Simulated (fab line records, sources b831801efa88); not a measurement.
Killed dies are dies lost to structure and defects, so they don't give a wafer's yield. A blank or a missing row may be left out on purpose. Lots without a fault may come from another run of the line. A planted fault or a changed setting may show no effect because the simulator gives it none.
Chamber matching | flow sky130 | SKY_VIA3_CMP_02 on cmp-02: 4 sister chambers
The step polishes SiO2. 4 wafers are shown with their chamber, then 6 later ones without.

WAFERS WITH THEIR CHAMBER
wafer  | chamber | motor_current_A (A)
L212.3 | 2       | 12.5
L212.5 | 0       | 11.5
L221.2 | 1       | 14.1
L221.3 | 3       | 10.2

WAFERS WITHOUT THEIR CHAMBER
wafer  | motor_current_A (A)
L221.5 | 10.1
L223.3 | 11.5
L223.5 | 11.6
L229.1 | 12.0
L229.3 | 13.7
L229.6 | 10.9

WHICH CHAMBER EACH WENT THROUGH
wafer  | from the rows above     | in truth
L221.5 | 3                       | 3
L223.3 | 0                       | 0
L223.5 | 0                       | 0
L229.1 | can't be placed: 0 or 2 | 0
L229.3 | 1                       | 1
L229.6 | can't be placed: 0 or 3 | 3
Placed correctly: 4 of 6. Can't be placed from these rows: 2 (the true chamber is among the candidates in 2). Placed wrongly: 0.
How it was worked out, from the rows above alone: a wafer's distance from a chamber is the root of the sum, over the readings, of the square of ((its reading less the chamber's mean) divided by the reading's scatter). The wafer belongs to the nearest chamber; if the next one is less than 2 further off, it can't be placed. A chamber's mean is the mean of its shown wafers. The scatter: with one shown wafer a chamber, the root of the mean of the squares of how far each hidden wafer lies from its nearest shown one.
